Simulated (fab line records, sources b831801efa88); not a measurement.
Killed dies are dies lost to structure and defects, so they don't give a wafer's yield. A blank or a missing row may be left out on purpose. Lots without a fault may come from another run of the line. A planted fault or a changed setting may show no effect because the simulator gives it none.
fab line records | flow sky130
record lots=13 wafers=39 last_day=50
route steps=708 shown FIELD_ISO@17 VT_ADJUST_HVTP@96 VT_ADJUST_NCORE@126 POLY_GATE@205
lots that met no fault: from a run of the same line without faults
start_h: hours from the record's first day to the start of the lot's first wafer shown | wait_h: hours since the lot's step before | " the same as in the row above | L1.1+2: a row that stands for several wafers | - no value, or no start given | * or withheld: withheld | < > ~ a bound
route shown NAME@n: a module of which the file shows steps, and the number in the route of the first | usual: mean/standard deviation of fault-free wafers | same: alike in all rows | chamber/n: place in a boat | sites: the reading at each site | _std_site: their standard deviation | _edge_site: outer sites' mean less inner sites' | radius_mm: how far each site lies from the wafer's centre | mask NAME#n: copy n | behind: the tool/chamber that last shaped the wafer | hold: why the lot was held/for how many hours/how that ended | device: the transistor (n, p or np) that didn't switch | end of line: the same wafers' tests at the end of the route | a step without rows: its recipe alone | killed: dies lost to structure and defects at the first sort, not the wafer's yield | map: a wafer's dies, x killed, . not, _ none there
set.NAME: the setting as run; set.NAME@STEP: as run at that earlier step | model.NAME: the simulator's own value behind a step, which no gauge read
steps of the route over a sample of lots; a table a step, a row a wafer
services: from which hour (start_h, from the record's first day; less than 0 if before it) a tool's chamber was out of use, for how many hours, and why
## steps
# step SKY_FIELD_ISO_STRIP_16
# recipe chemistry=O2/N2 power_w=1400 pressure_mtorr=1500 platen_temp_c=withheld o2_flow_sccm=3000 n2_flow_sccm=300 overash_fraction=0.5
# usual drypump_motor_current_A=5.6/0.58 oes_product_au=0.377/0.0049 overash_fraction=0.5/0 strip_time_to_endpoint_s=3.52/0.038
# columns lot.wafer tool chamber start_h wait_h drypump_motor_current_A oes_product_au overash_fraction rf_hours_counter_h strip_time_to_endpoint_s
L869.2 plasma_asher-01 1 32.00 0.0 6.0 0.377 0.5 36 3.49
L869.3 " 1 " " 6.0 0.379 0.5 - 3.51
L869.5 " 0 " " 6.2 0.381 0.5 - 3.44
L871.2 plasma_asher-01 1 40.45 0.0 6.1 0.381 0.5 37 3.51
L871.3 " 0 " " 6.2 0.369 0.5 - 3.49
L871.4 " 1 " " 6.1 0.373 0.5 - 3.49
L873.1 plasma_asher-02 0 51.20 0.0 4.8 0.386 0.5 25 3.54
L873.2 " 1 " " 5.0 0.381 0.5 25 3.52
L873.4 " 0 " " 4.8 0.379 0.5 - 3.49
L875.2 plasma_asher-01 1 60.29 0.0 6.0 0.378 0.5 39 3.51
L875.3 " 1 " " 6.0 0.375 0.5 - 3.52
L875.5 " 0 " " 6.2 0.383 0.5 - 3.59
L878.1 plasma_asher-02 0 78.14 0.0 4.8 0.378 0.5 28 3.50
L878.2 " 1 " " 5.0 0.369 0.5 28 3.50
L878.6 " 1 " " 5.0 0.386 0.5 - 3.49
L880.1 plasma_asher-02 1 91.94 0.0 5.0 0.372 0.3 29 3.54
L880.2 " 0 " " 4.8 0.382 0.5 29 3.54
L880.6 " 0 " " 4.8 0.382 0.5 - 3.46
L881.3 plasma_asher-02 1 93.02 0.1 5.0 0.379 0.3 - 3.57
L881.4 " 0 " " 4.7 0.377 0.5 - 3.48
L881.5 " 0 " " 4.7 0.375 0.5 - 3.49
L882.1 plasma_asher-04 0 96.49 0.0 5.5 0.375 0.5 42 3.52
L882.3 " 0 " " 5.4 0.380 0.5 - 3.58
L882.5 " 1 " " 4.9 0.381 0.5 - 3.55
L886.2 plasma_asher-01 1 116.70 0.0 6.0 0.380 0.5 45 3.54
L886.4 " 0 " " 6.2 0.375 0.5 - 3.52
L886.6 " 0 " " 6.2 0.379 0.5 - 3.52
L887.2 plasma_asher-04 1 126.65 0.0 5.0 0.380 0.5 1 3.49
L887.3 " 1 " " 5.0 0.372 0.5 - 3.55
L887.5 " 0 " " 5.5 0.372 0.5 - 3.44
L889.2 plasma_asher-01 1 135.19 0.0 6.0 0.384 0.5 46 3.48
L889.4 " 1 " " 6.0 0.369 0.5 - 3.54
L889.6 " 0 " " 6.2 0.379 0.5 - 3.49
L890.1 plasma_asher-01 0 137.59 0.0 6.2 0.382 0.5 47 3.52
L890.3 " 0 " " 6.2 0.374 0.5 - 3.55
L890.6 " 0 " " 6.2 0.387 0.5 - 3.50
L891.1 plasma_asher-04 0 143.35 0.0 5.5 0.374 0.5 2 3.50
L891.3 " 1 " " 5.0 0.376 0.5 - 3.50
L891.5 " 0 " " 5.5 0.369 0.5 - 3.51
# step SKY_VT_ADJUST_HVTP_TW_MEAS_11
# usual VT_ADJUST_HVTP_TW=1364/10
# columns lot.wafer tool chamber start_h wait_h VT_ADJUST_HVTP_TW
L869.2 film_metro-01 - 124.49 0.1 1378
L869.3 " - " " 1372
L869.5 " - " " 1376
L871.2 film_metro-03 - 136.10 0.1 1363
L871.3 " - " " 1364
L871.4 " - " " 1358
L873.1 film_metro-01 - 147.33 0.1 1369
L873.2 " - " " 1376
L873.4 " - " " 1373
L875.2 film_metro-01 - 160.83 0.1 1390
L875.3 " - " " 1379
L875.5 " - " " 1383
L878.1 film_metro-04 - 182.74 0.1 1350
L878.2 " - " " 1349
L878.6 " - " " 1363
L880.1 film_metro-03 - 198.23 0.1 1360
L880.2 " - " " 1365
L880.6 " - " " 1362
L881.3 film_metro-04 - 199.14 0.1 1352
L881.4 " - " " 1358
L881.5 " - " " 1354
L882.1 film_metro-03 - 205.87 0.1 1374
L882.3 " - " " 1366
L882.5 " - " " 1368
L886.2 film_metro-01 - 229.30 0.1 1384
L886.4 " - " " 1385
L886.6 " - " " 1387
L887.2 film_metro-01 - 240.70 0.1 1370
L887.3 " - " " 1371
L887.5 " - " " 1373
L889.2 film_metro-03 - 248.78 0.1 1350
L889.4 " - " " 1347
L889.6 " - " " 1338
L890.1 film_metro-04 - 252.87 0.1 1350
L890.3 " - " " 1357
L890.6 " - " " 1349
L891.1 film_metro-04 - 259.57 0.1 1355
L891.3 " - " " 1348
L891.5 " - " " 1352
# step SKY_VT_ADJUST_NCORE_CD_MEAS_07
# recipe target_cd_nm=380
# usual cd_nm=379.9/2.5
# columns lot.wafer tool chamber start_h wait_h cd_nm
L869.2 cd_sem-02 - 185.74 0.1 379.8
L869.3 " - " " 382.6
L869.5 " - " " 380.0
L871.2 cd_sem-02 - 196.89 0.1 381.1
L871.3 " - " " 380.8
L871.4 " - " " 383.0
L873.1 cd_sem-02 - 209.07 0.1 379.8
L873.2 " - " " 379.2
L873.4 " - " " 378.1
L875.2 cd_sem-02 - 225.14 0.1 377.1
L875.3 " - " " 376.8
L875.5 " - " " 374.8
L878.1 cd_sem-01 - 249.02 0.1 380.8
L878.2 " - " " 380.7
L878.6 " - " " 381.5
L880.1 cd_sem-02 - 266.82 0.1 381.9
L880.2 " - " " 381.1
L880.6 " - " " 380.6
L881.3 cd_sem-01 - 267.55 0.1 380.8
L881.4 " - " " 378.5
L881.5 " - " " 380.6
L882.1 cd_sem-02 - 274.86 0.1 383.1
L882.3 " - " " 381.1
L882.5 " - " " 381.6
L886.2 cd_sem-02 - 300.57 0.1 379.6
L886.4 " - " " 380.5
L886.6 " - " " 382.0
L887.2 cd_sem-02 - 312.52 0.1 379.3
L887.3 " - " " 379.7
L887.5 " - " " 377.6
L889.2 cd_sem-01 - 321.04 0.1 383.4
L889.4 " - " " 381.2
L889.6 " - " " 380.6
L890.1 cd_sem-01 - 327.00 0.1 376.2
L890.3 " - " " 375.9
L890.6 " - " " 379.0
L891.1 cd_sem-01 - 333.60 0.1 378.5
L891.3 " - " " 380.7
L891.5 " - " " 380.6
# step SKY_POLY_GATE_THK_MEAS_01
# recipe reads=poly-Si_of_POLY_GATE_CVD_00
# usual POLY_GATE_CVD_00_THK=180.1/1.7
# columns lot.wafer tool chamber start_h wait_h POLY_GATE_CVD_00_THK[nm]
L869.2 film_metro-04 - 325.84 0.0 180.9
L869.3 " - " " 181.3
L869.5 " - " " 182.9
L871.2 film_metro-01 - 331.30 0.0 180.5
L871.3 " - " " 179.5
L871.4 " - " " 181.2
L873.1 film_metro-03 - 340.44 0.0 180.5
L873.2 " - " " 180.0
L873.4 " - " " 181.6
L875.2 film_metro-03 - 363.29 0.0 181.2
L875.3 " - " " 179.6
L875.5 " - " " 178.5
L878.1 film_metro-01 - 388.20 0.0 177.6
L878.2 " - " " 177.9
L878.6 " - " " 177.2
L880.1 film_metro-01 - 411.56 0.0 179.6
L880.2 " - " " 180.2
L880.6 " - " " 179.4
L881.3 film_metro-04 - 415.88 0.0 178.8
L881.4 " - " " 180.9
L881.5 " - " " 181.4
L882.1 film_metro-04 - 428.82 0.0 176.3
L882.3 " - " " 176.5
L882.5 " - " " 176.9
L886.2 film_metro-04 - 452.45 0.0 179.6
L886.4 " - " " 178.8
L886.6 " - " " 178.5
L887.2 film_metro-03 - 471.39 0.0 180.2
L887.3 " - " " 179.6
L887.5 " - " " 180.7
L889.2 film_metro-01 - 481.77 0.0 181.7
L889.4 " - " " 181.3
L889.6 " - " " 181.4
L890.1 film_metro-03 - 483.30 0.0 178.9
L890.3 " - " " 178.9
L890.6 " - " " 180.5
L891.1 film_metro-01 - 494.14 0.0 182.3
L891.3 " - " " 180.9
L891.5 " - " " 182.7
## services
# columns tool chamber start_h hours kind
plasma_asher-04 - 17.55 6.9 repair
plasma_asher-04 - 108.75 9.0 pm
plasma_asher-04 0 108.75 9.0 vent_cycle
plasma_asher-04 1 108.75 9.0 vent_cycle
plasma_asher-04 0 117.75 - clean
plasma_asher-04 1 117.75 - clean
## key
first_sign step=SKY_FIELD_ISO_STRIP_16 reading=overash_fraction direction=down sigmas=99+ usual=0.5 struck=0.3
effect none on later readings
met_at SKY_FIELD_ISO_STRIP_16
struck_lots L880,L881
struck_wafers L880.1,L881.3
tester_left_out L880,L881
not_acting_at SKY_VT_ADJUST_HVTP_TW_MEAS_11,SKY_VT_ADJUST_NCORE_CD_MEAS_07,SKY_POLY_GATE_THK_MEAS_01
onset_between 78.14 91.94
fault kind=process_parameter_drift tool=plasma_asher-02 chamber=1 onset_h=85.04 steps=SKY_FIELD_ISO_STRIP_16 channel=overash_fraction offset=-0.2 shape=step end_h=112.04 acts_in=these_recipes_only stated=0.5
# tester_left_out: of these lots the tester's yield and bins aren't shown, on N5 and GAA mostly nor the transistor test; their killed dies are dies lost to structure and defects alone, not to doping, threshold or leakage, so they don't give the yield
